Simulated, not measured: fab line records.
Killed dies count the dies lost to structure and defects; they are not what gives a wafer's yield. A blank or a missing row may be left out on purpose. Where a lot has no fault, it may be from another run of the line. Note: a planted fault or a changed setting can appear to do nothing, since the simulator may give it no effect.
The tool behind it: which one? ; flow sky130 ; 24 lots, 72 wafers sampled, at 3 steps of a route of 708

WHAT THE GAUGES READ, wafer by wafer
SKY_VIA4_RS_MEAS_19: the measuring method here is four-point-probe.
lot;measured;on;VIA4_W_RS (ohm/sq)
L074;day 42 15:29;film-metro-04;0.2277 0.2275 0.2261
L075;day 43 02:34;film-metro-02;0.2257 0.2242 0.2268
L076;day 43 07:04;film-metro-02;0.2313 0.2324 0.2306
L077;day 43 10:25;film-metro-04;0.2292 0.2292 0.2298
L078;day 44 00:54;film-metro-02;0.2266 0.2270 0.2258
L079;day 44 12:58;film-metro-03;0.2260 0.2251 0.2238
L081;day 44 20:50;film-metro-02;0.2255 0.2278 0.2278
L080;day 44 22:44;film-metro-02;0.2282 0.2269 0.2276
L082;day 45 02:37;film-metro-03;0.2255 0.2238 0.2239
L083;day 45 22:31;film-metro-03;0.2265 0.2246 0.2259
L085;day 46 12:38;film-metro-02;0.2259 0.2274 0.2239
L086;day 46 15:05;film-metro-04;0.2231 0.2218 0.2222
L084;day 46 16:08;film-metro-04;0.2282 0.2267 0.2280
L087;day 46 17:13;film-metro-03;0.2256 0.2249 0.2261
L088;day 46 17:16;film-metro-02;0.2262 0.2296 0.2309
L089;day 46 19:37;film-metro-02;0.2253 0.2266 0.2273
L090;day 46 23:14;film-metro-03;0.2226 0.2269 0.2268
L091;day 47 14:48;film-metro-02;0.2272 0.2283 0.2276
L092;day 48 00:43;film-metro-03;0.2263 0.2240 0.2229
L093;day 48 04:20;film-metro-04;0.2291 0.2324 0.2287
L094;day 48 05:46;film-metro-02;0.2252 0.2267 0.2252
L095;day 48 09:58;film-metro-02;0.2266 0.2277 0.2254
L096;day 48 16:34;film-metro-02;0.2280 0.2301 0.2256
L097;day 48 16:47;film-metro-03;0.2222 0.2215 0.2199

TOOL THAT RAN EACH LOT (tool first, then ch and the chambers of the sampled wafers, then the start)
lot;SKY_VIA2_SPUTTER_20;SKY_METAL4_SPUTTER_01
L074;pvd-sputter-03, day 36 02:26;pvd-sputter-02, day 39 12:10
L075;pvd-sputter-03, day 36 14:07;pvd-sputter-03, day 39 23:47
L076;pvd-sputter-02, day 36 21:35;pvd-sputter-03, day 40 05:17
L077;pvd-sputter-02, day 37 00:23;pvd-sputter-03, day 40 08:14
L078;pvd-sputter-04, day 37 17:14;pvd-sputter-04, day 41 00:31
L079;pvd-sputter-03, day 38 07:15;pvd-sputter-03, day 41 13:07
L081;pvd-sputter-03, day 38 16:42;pvd-sputter-04, day 41 21:28
L080;pvd-sputter-04, day 38 18:28;pvd-sputter-04, day 42 00:05
L082;pvd-sputter-04, day 38 21:04;pvd-sputter-03, day 42 03:43
L083;pvd-sputter-04, day 39 06:49;pvd-sputter-02, day 42 12:29
L085;pvd-sputter-02, day 40 13:31;pvd-sputter-03, day 43 15:59
L086;pvd-sputter-04, day 40 16:23;pvd-sputter-03, day 43 19:10
L084;pvd-sputter-02, day 40 17:01;pvd-sputter-03, day 43 20:26
L087;pvd-sputter-03, day 40 17:46;pvd-sputter-03, day 43 21:46
L088;pvd-sputter-03, day 40 18:12;pvd-sputter-02, day 43 22:13
L089;pvd-sputter-04, day 40 22:13;pvd-sputter-03, day 44 00:11
L090;pvd-sputter-04, day 41 01:26;pvd-sputter-02, day 44 04:39
L091;pvd-sputter-02, day 41 14:11;pvd-sputter-03, day 44 15:11
L092;pvd-sputter-03, day 42 09:33;pvd-sputter-04, day 45 09:43
L093;pvd-sputter-03, day 42 12:27;pvd-sputter-02, day 45 12:17
L094;pvd-sputter-02, day 42 15:26;pvd-sputter-04, day 45 15:02
L095;pvd-sputter-04, day 42 20:42;pvd-sputter-04, day 45 19:08
L096;pvd-sputter-02, day 43 02:54;pvd-sputter-02, day 46 01:32
L097;pvd-sputter-03, day 43 03:15;pvd-sputter-04, day 46 01:58
- SKY_VIA2_SPUTTER_20: material TiN, target thk 20 nm, time 80 s.
- SKY_METAL4_SPUTTER_01: material TiN, target thk 20 nm, time 16.7 s.

WHAT THE TOOLS THEMSELVES READ (means of the sampled wafers that have a number; where no wafer has one, the mark that the record gives instead)
SKY_VIA2_SPUTTER_20.
lot;tool;throttle-valve-pct (%)
L074;pvd-sputter-03;30.5
L075;pvd-sputter-03;30.2
L076;pvd-sputter-02;30.5
L077;pvd-sputter-02;31.0
L078;pvd-sputter-04;30.9
L079;pvd-sputter-03;30.0
L081;pvd-sputter-03;30.2
L080;pvd-sputter-04;31.0
L082;pvd-sputter-04;30.9
L083;pvd-sputter-04;29.7
L085;pvd-sputter-02;31.2
L086;pvd-sputter-04;29.8
L084;pvd-sputter-02;30.7
L087;pvd-sputter-03;30.3
L088;pvd-sputter-03;29.6
L089;pvd-sputter-04;30.7
L090;pvd-sputter-04;30.1
L091;pvd-sputter-02;31.1
L092;pvd-sputter-03;30.4
L093;pvd-sputter-03;30.8
L094;pvd-sputter-02;30.3
L095;pvd-sputter-04;30.2
L096;pvd-sputter-02;30.5
L097;pvd-sputter-03;30.5

SKY_METAL4_SPUTTER_01.
lot;tool;throttle-valve-pct (%)
L074;pvd-sputter-02;30.1
L075;pvd-sputter-03;30.2
L076;pvd-sputter-03;30.8
L077;pvd-sputter-03;29.8
L078;pvd-sputter-04;30.8
L079;pvd-sputter-03;30.6
L081;pvd-sputter-04;30.1
L080;pvd-sputter-04;30.1
L082;pvd-sputter-03;30.3
L083;pvd-sputter-02;30.1
L085;pvd-sputter-03;29.6
L086;pvd-sputter-03;30.4
L084;pvd-sputter-03;30.1
L087;pvd-sputter-03;29.7
L088;pvd-sputter-02;30.0
L089;pvd-sputter-03;30.2
L090;pvd-sputter-02;30.7
L091;pvd-sputter-03;30.4
L092;pvd-sputter-04;29.0
L093;pvd-sputter-02;30.9
L094;pvd-sputter-04;30.7
L095;pvd-sputter-04;30.9
L096;pvd-sputter-02;30.5
L097;pvd-sputter-04;31.1

THE ANSWER, worked out from the rows above alone
Rule: what is usual is taken from the lots themselves. The widest of any qualifying gaps counts: lots, ordered by their means at a reading, are off when they make up no more than a third of the lots, leave a main group of 4 or more, and stand apart from it by 3 or more times the standard deviation of that group's means. A main group whose means are all the same, to the digits that the tables above print for the reading, isn't used. A lot without any number at a reading at which 4 lots or more have one is off too. All remaining lots with rows at the step are treated as sound. Order of review: gauges by route order, followed by the tools' own readings, for which a lot's mean as printed above is used. The first step at which some lot is off is used, and at that step the reading that is off furthest; a lot without a number counts as furthest.
None of the lots is off at any reading shown; this tells nothing.

WHAT THE SIMULATOR HAD PUT IN
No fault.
